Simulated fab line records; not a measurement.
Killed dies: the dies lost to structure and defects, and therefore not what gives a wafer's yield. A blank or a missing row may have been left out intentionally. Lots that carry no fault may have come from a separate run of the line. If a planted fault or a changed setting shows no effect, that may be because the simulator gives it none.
fab line records -- flow sky130
record lots=12, wafers=35, last-day=48
route steps=708 shown FIELD_ISO@5 NWELL@79 VT_ADJUST_HVTR@138 PAD_OPEN@708
lots that met no fault: taken from a fault-free run of the same line
start-h: the number of hours between the record's first day and the start of the first shown wafer of the lot -- wait-h: how many hours have passed since the lot's step before this one -- " same as the row above -- L1.1+2: a row that stands for several wafers -- - no value present, or no start provided -- * or withheld: withheld -- < > ~ a bound
route shown NAME@n: names a module that has steps shown in the file, with the first one's number in the route -- usual: mean/standard deviation of fault-free wafers -- same: alike in all rows -- chamber/n: place in a boat -- sites: readings site by site -- _std_site: how widely they spread, as a standard deviation -- _edge_site: the outer-site mean with the inner-site mean subtracted -- radius-mm: for every site, how far away it sits from the centre of the wafer -- mask NAME#n: copy n -- behind: the tool/chamber that last shaped the wafer -- hold: why the lot was held/for how many hours/how that ended -- device: names the non-switching transistor (n, p or np) -- end of line: the same wafers' tests at the end of the route -- a step without rows: its recipe alone -- killed: not the wafer's yield, but the dies lost to structure and defects at the first sort -- map: dies across one wafer; x = killed, . = not, _ = none there
set.NAME: the setting that was run; set.NAME@STEP: the one run at that earlier step -- model.NAME: the simulator's own value behind a step, which no gauge read
the route's steps for a sample of lots (tables are steps, rows are wafers)
services: from which hour (start-h, from the record's first day; less than 0 if before it) a tool's chamber was out of use, for how many hours, and why
## steps
# step SKY_FIELD_ISO_THK_MEAS_04
# recipe reads=Si3N4_of_FIELD_ISO_CVD_03
# usual FIELD_ISO_CVD_03_THK=165.3/1.6
lot.wafer,tool,chamber,start-h,wait-h,FIELD_ISO_CVD_03_THK[nm]
L795.2,film-metro-03,-,14.53,0.0,165.7
L795.4,film-metro-03,-,14.53,0.0,165.7
L795.6,film-metro-03,-,14.53,0.0,165.7
L796.1,film-metro-02,-,23.18,0.0,165.7
L796.3,film-metro-02,-,23.18,0.0,165.6
L796.5,film-metro-02,-,23.18,0.0,164.8
L797.1,film-metro-02,-,27.38,0.0,164.8
L797.5,film-metro-02,-,27.38,0.0,164.8
L797.6,film-metro-02,-,27.38,0.0,165.5
L798.1,film-metro-02,-,30.30,0.0,164.0
L798.2,film-metro-02,-,30.30,0.0,162.7
L798.6,film-metro-02,-,30.30,0.0,162.6
L799.2,film-metro-03,-,35.84,0.0,163.5
L799.3,film-metro-03,-,35.84,0.0,164.3
L799.5,film-metro-03,-,35.84,0.0,164.3
L800.3,film-metro-03,-,40.55,0.0,166.4
L800.4,film-metro-03,-,40.55,0.0,166.7
L800.5,film-metro-03,-,40.55,0.0,165.8
L801.1,film-metro-01,-,43.48,0.0,166.6
L801.4,film-metro-01,-,43.48,0.0,165.8
L801.5,film-metro-01,-,43.48,0.0,166.7
L802.2,film-metro-03,-,49.50,0.0,165.2
L802.3,film-metro-03,-,49.50,0.0,166.5
L802.6,film-metro-03,-,49.50,0.0,165.8
L803.3,film-metro-03,-,57.81,0.0,162.6
L803.5,film-metro-03,-,57.81,0.0,164.1
L803.6,film-metro-03,-,57.81,0.0,163.4
L804.1,film-metro-02,-,60.01,0.0,169.1
L804.6,film-metro-02,-,60.01,0.0,167.8
L806.1,film-metro-02,-,73.11,0.0,166.7
L806.3,film-metro-02,-,73.11,0.0,164.8
L806.5,film-metro-02,-,73.11,0.0,166.5
L807.3,film-metro-02,-,76.12,0.0,168.1
L807.5,film-metro-02,-,76.12,0.0,168.2
L807.6,film-metro-02,-,76.12,0.0,168.0
# step SKY_FIELD_ISO_CVD_24
# recipe material=SiO2, target-thk-nm=595, temp-c=650, sigma-open-frac=0.3, time-s=99.2, sih4-flow-sccm=60, pressure-mtorr=6
lot.wafer,tool,chamber,start-h,wait-h
L795.2+4+6,hdpcvd-01,"0,2,1",32.61,0.0
L796.1+3+5,hdpcvd-01,"1,2,1",39.75,0.1
L797.1+5+6,hdpcvd-02,"0,1,2",45.79,0.1
L798.1+2+6,hdpcvd-01,"1,2,2",48.48,0.1
L799.2+3+5,hdpcvd-02,"1,2,2",55.32,0.0
L800.3+4+5,hdpcvd-02,"1,1,2",59.45,0.0
L801.1+4+5,hdpcvd-02,"0,1,2",62.20,0.1
L802.2+3+6,hdpcvd-02,"0,1,2",69.12,0.0
L803.3+5+6,hdpcvd-02,"0,0,1",75.59,0.0
L804.1+6,hdpcvd-02,0,78.54,0.1
L806.1+3+5,hdpcvd-01,"2,1,0",92.96,0.1
L807.3+5+6,hdpcvd-02,"1,2,1",95.99,0.0
# step SKY_FIELD_ISO_THK_MEAS_25
# recipe reads=SiO2_of_FIELD_ISO_CVD_24
# usual FIELD_ISO_CVD_24_THK=598/4.8
lot.wafer,tool,chamber,start-h,wait-h,hold,FIELD_ISO_CVD_24_THK[nm]
L795.2,film-metro-02,-,32.69,0.0,-,595
L795.4,film-metro-02,-,32.69,0.0,-,600
L795.6,film-metro-02,-,32.69,0.0,-,607
L796.1,film-metro-03,-,39.82,0.0,-,593
L796.3,film-metro-03,-,39.82,0.0,-,598
L796.5,film-metro-03,-,39.82,0.0,-,594
L797.1,film-metro-01,-,45.86,0.0,-,598
L797.5,film-metro-01,-,45.86,0.0,-,592
L797.6,film-metro-01,-,45.86,0.0,-,589
L798.1,film-metro-02,-,48.55,0.0,-,598
L798.2,film-metro-02,-,48.55,0.0,-,601
L798.6,film-metro-02,-,48.55,0.0,-,597
L799.2,film-metro-01,-,55.40,0.0,-,599
L799.3,film-metro-01,-,55.40,0.0,-,599
L799.5,film-metro-01,-,55.40,0.0,-,603
L800.3,film-metro-02,-,59.54,0.1,-,593
L800.4,film-metro-02,-,59.54,0.1,-,602
L800.5,film-metro-02,-,59.54,0.1,-,599
L801.1,film-metro-01,-,62.27,0.0,-,592
L801.4,film-metro-01,-,62.27,0.0,-,594
L801.5,film-metro-01,-,62.27,0.0,-,598
L802.2,film-metro-02,-,69.21,0.0,-,602
L802.3,film-metro-02,-,69.21,0.0,-,594
L802.6,film-metro-02,-,69.21,0.0,-,599
L803.3,film-metro-03,-,75.68,0.1,-,595
L803.5,film-metro-03,-,75.68,0.1,-,599
L803.6,film-metro-03,-,75.68,0.1,-,596
L804.1,film-metro-01,-,78.61,0.0,await-dispo/0.2h/release,797
L804.6,film-metro-01,-,78.61,0.0,await-dispo/0.2h/release,796
L804.1,film-metro-01,-,78.84,0.2,-,798
L804.6,film-metro-01,-,78.84,0.2,-,795
L806.1,film-metro-02,-,93.03,0.0,-,592
L806.3,film-metro-02,-,93.03,0.0,-,596
L806.5,film-metro-02,-,93.03,0.0,-,595
L807.3,film-metro-02,-,96.09,0.1,await-dispo/0.2h/release,599
L807.5,film-metro-02,-,96.09,0.1,await-dispo/0.2h/release,595
L807.6,film-metro-02,-,96.09,0.1,await-dispo/0.2h/release,790
L807.3,film-metro-02,-,96.31,0.2,-,598
L807.5,film-metro-02,-,96.31,0.2,-,595
L807.6,film-metro-02,-,96.31,0.2,-,790
# step SKY_FIELD_ISO_CMP_27
# recipe stop-on=Si3N4, t-overpolish-s=16, down-force-psi=4, platen-rpm=60, target-thk-nm=457.8, pad-velocity-m-s=0.94248
# usual motor-current-A=12.8/1.2, time-to-endpoint-s=113/5.6
lot.wafer,tool,chamber,start-h,wait-h,motor-current-A,time-to-endpoint-s
L795.4,cmp-02,3,35.24,0.1,11.2,107
L795.2,cmp-02,0,35.24,0.1,14.6,121
L795.6,cmp-02,2,35.24,0.1,12.5,109
L796.3,cmp-02,3,41.38,0.0,10.6,108
L796.1,cmp-02,2,41.38,0.0,13.0,107
L796.5,cmp-02,0,41.38,0.0,15.0,116
L797.1,cmp-01,0,48.45,0.1,12.5,114
L797.5,cmp-01,1,48.45,0.1,14.3,112
L797.6,cmp-01,2,48.45,0.1,12.5,122
L798.1,cmp-01,1,51.17,0.0,13.0,108
L798.2,cmp-01,3,51.17,0.0,12.9,112
L798.6,cmp-01,1,51.17,0.0,13.2,110
L799.3,cmp-02,3,58.22,0.0,10.9,107
L799.2,cmp-02,2,58.22,0.0,12.8,107
L799.5,cmp-02,3,58.22,0.0,11.1,111
L800.3,cmp-02,2,62.24,0.0,12.4,108
L800.4,cmp-02,0,62.24,0.0,15.7,121
L800.5,cmp-02,3,62.24,0.0,10.3,104
L801.1,cmp-02,0,65.20,0.1,15.5,111
L801.4,cmp-02,2,65.20,0.1,12.8,105
L801.5,cmp-02,3,65.20,0.1,10.7,100
L802.2,cmp-02,2,70.81,0.1,12.8,112
L802.3,cmp-02,3,70.81,0.1,11.3,107
L802.6,cmp-02,1,70.81,0.1,12.6,118
L803.3,cmp-02,3,77.32,0.1,10.5,110
L803.6,cmp-02,1,77.32,0.1,12.7,107
L803.5,cmp-02,2,77.32,0.1,12.6,107
L804.1,cmp-01,3,84.48,0.0,13.0,152
L804.6,cmp-01,0,84.48,0.0,11.6,153
L806.3,cmp-01,0,94.69,0.1,12.5,117
L806.1,cmp-01,1,94.69,0.1,13.2,108
L806.5,cmp-01,3,94.69,0.1,13.1,116
L807.3,cmp-02,2,99.79,0.1,12.7,106
L807.6,cmp-02,1,99.79,0.1,12.3,150
L807.5,cmp-02,2,99.79,0.1,12.7,108
# step SKY_NWELL_TW_MEAS_26
# usual NWELL_2_TW=499/3.1
lot.wafer,tool,chamber,start-h,wait-h,NWELL_2_TW
L795.2,film-metro-01,-,104.54,0.1,505
L795.4,film-metro-01,-,104.54,0.1,507
L795.6,film-metro-01,-,104.54,0.1,504
L796.1,film-metro-01,-,113.68,0.1,503
L796.3,film-metro-01,-,113.68,0.1,502
L796.5,film-metro-01,-,113.68,0.1,503
L797.1,film-metro-04,-,122.34,0.1,501
L797.5,film-metro-04,-,122.34,0.1,500
L797.6,film-metro-04,-,122.34,0.1,500
L798.1,film-metro-04,-,128.23,0.1,500
L798.2,film-metro-04,-,128.23,0.1,499
L798.6,film-metro-04,-,128.23,0.1,498
L799.2,film-metro-03,-,131.84,0.1,498
L799.3,film-metro-03,-,131.84,0.1,493
L799.5,film-metro-03,-,131.84,0.1,496
L800.3,film-metro-01,-,139.56,0.1,503
L800.4,film-metro-01,-,139.56,0.1,505
L800.5,film-metro-01,-,139.56,0.1,504
L801.1,film-metro-01,-,142.33,0.1,504
L801.4,film-metro-01,-,142.33,0.1,502
L801.5,film-metro-01,-,142.33,0.1,500
L802.2,film-metro-04,-,149.04,0.1,493
L802.3,film-metro-04,-,149.04,0.1,498
L802.6,film-metro-04,-,149.04,0.1,498
L803.3,film-metro-04,-,155.20,0.1,500
L803.5,film-metro-04,-,155.20,0.1,497
L803.6,film-metro-04,-,155.20,0.1,497
L804.1,film-metro-04,-,161.59,0.1,497
L804.6,film-metro-04,-,161.59,0.1,496
L806.1,film-metro-03,-,176.38,0.1,498
L806.3,film-metro-03,-,176.38,0.1,497
L806.5,film-metro-03,-,176.38,0.1,500
L807.3,film-metro-03,-,181.41,0.1,501
L807.5,film-metro-03,-,181.41,0.1,502
L807.6,film-metro-03,-,181.41,0.1,498
# step SKY_VT_ADJUST_HVTR_CD_MEAS_07
# recipe target-cd-nm=380
# usual cd-nm=379.7/2.7
lot.wafer,tool,chamber,start-h,wait-h,cd-nm
L795.2,cd-sem-02,-,208.13,0.1,374.8
L795.4,cd-sem-02,-,208.13,0.1,377.1
L795.6,cd-sem-02,-,208.13,0.1,375.1
L796.1,cd-sem-01,-,219.16,0.1,381.1
L796.3,cd-sem-01,-,219.16,0.1,382.0
L796.5,cd-sem-01,-,219.16,0.1,382.0
L797.1,cd-sem-02,-,228.99,0.1,380.2
L797.5,cd-sem-02,-,228.99,0.1,378.7
L797.6,cd-sem-02,-,228.99,0.1,377.6
L798.1,cd-sem-01,-,235.26,0.1,377.0
L798.2,cd-sem-01,-,235.26,0.1,375.0
L798.6,cd-sem-01,-,235.26,0.1,377.8
L799.2,cd-sem-01,-,238.21,0.1,376.0
L799.3,cd-sem-01,-,238.21,0.1,377.8
L799.5,cd-sem-01,-,238.21,0.1,376.9
L800.3,cd-sem-02,-,249.68,0.1,384.8
L800.4,cd-sem-02,-,249.68,0.1,384.2
L800.5,cd-sem-02,-,249.68,0.1,386.4
L801.1,cd-sem-02,-,252.71,0.1,382.5
L801.4,cd-sem-02,-,252.71,0.1,381.2
L801.5,cd-sem-02,-,252.71,0.1,382.8
L802.2,cd-sem-01,-,259.31,0.1,382.8
L802.3,cd-sem-01,-,259.31,0.1,382.6
L802.6,cd-sem-01,-,259.31,0.1,383.8
L803.3,cd-sem-02,-,267.80,0.1,380.4
L803.5,cd-sem-02,-,267.80,0.1,383.7
L803.6,cd-sem-02,-,267.80,0.1,381.4
L804.1,cd-sem-02,-,275.24,0.1,383.1
L804.6,cd-sem-02,-,275.24,0.1,384.1
L806.1,cd-sem-01,-,292.04,0.1,378.9
L806.3,cd-sem-01,-,292.04,0.1,382.3
L806.5,cd-sem-01,-,292.04,0.1,381.3
L807.3,cd-sem-01,-,298.58,0.1,379.2
L807.5,cd-sem-01,-,298.58,0.1,376.1
L807.6,cd-sem-01,-,298.58,0.1,378.5
# step SKY_PAD_OPEN_PROBE_99
# usual killed_at_M0_to_M3=45/6.9, killed_at_M4_up=3.1/1.7, killed-at-contacts=24/5.7, killed-at-front-end=15/4.6, killed-at-other=0.3/0.57, killed-dies=87/10, killed-open=48/7.4, killed-short=39/6.7
# same gross-dies=492, killed-at-back-side=0
lot.wafer,tool,chamber,start-h,wait-h,killed_at_M0_to_M3,killed_at_M4_up,killed-at-contacts,killed-at-front-end,killed-at-other,killed-dies,killed-open,killed-short
L804.1,prober-02,-,1139.85,0.1,41,4,25,9,0,79,46,33
# killed by level:class
L804.1 VIA1:geometric-particle:open=13 CONTACT:geometric-particle:open=8 CONTACT:geometric-particle:short=6 VIA1:geometric-particle:short=6 METAL2:geometric-particle:short=6 VIA2:geometric-particle:open=6 LI_CONTACT:geometric-particle:open=5 LOCAL_INTERCONNECT:geometric-particle:short=5
## services
tool,chamber,start-h,hours,kind
cmp-01,-,9.26,4.0,pm
cmp-01,-,27.93,17.1,pm
cmp-02,-,39.53,0.5,repair
cmp-01,-,51.60,1.4,repair
cmp-01,-,58.21,0.6,repair
cmp-01,-,64.15,4.0,pm
hdpcvd-01,-,66.75,15.0,pm
hdpcvd-01,0,66.75,15.0,vent-cycle
hdpcvd-01,1,66.75,15.0,vent-cycle
hdpcvd-01,2,66.75,15.0,vent-cycle
cmp-01,-,68.15,-,consumable-replace:conditioner
cmp-01,-,68.15,-,consumable-replace:pad
hdpcvd-01,0,81.75,-,clean
hdpcvd-01,1,81.75,-,clean
hdpcvd-01,2,81.75,-,clean
cmp-02,-,87.46,0.5,repair
## key
first-sign step=SKY_FIELD_ISO_THK_MEAS_25, reading=visit, direction=added
effect step=SKY_FIELD_ISO_THK_MEAS_25, reading=FIELD_ISO_CVD_24_THK, direction=up, sigmas=40, usual=598, struck=794
effect step=SKY_FIELD_ISO_CMP_27, reading=time-to-endpoint-s, direction=up, sigmas=6.9, usual=*, struck=*
met-at SKY_FIELD_ISO_CVD_24
struck-lots L804,L807
struck-wafers L804.1,L804.6,L807.6
tester-left-out L804,L807
not-acting-at SKY_FIELD_ISO_THK_MEAS_04,SKY_NWELL_TW_MEAS_26,SKY_VT_ADJUST_HVTR_CD_MEAS_07
onset-between 75.59 78.54
fault kind=process-parameter-drift, tool=hdpcvd-02, chamber=-, onset-h=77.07, steps=SKY_FIELD_ISO_CVD_24, channel=target-thk-nm, offset=191.74, shape=step, end-h=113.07, scope=struck-wafers-only, acts-in=these-recipes-only, stated=595
# tester-left-out: of these lots the tester's yield and bins aren't shown, on N5 and GAA mostly nor the transistor test; their killed dies are dies lost to structure and defects alone, not to doping, threshold or leakage, so they don't give the yield
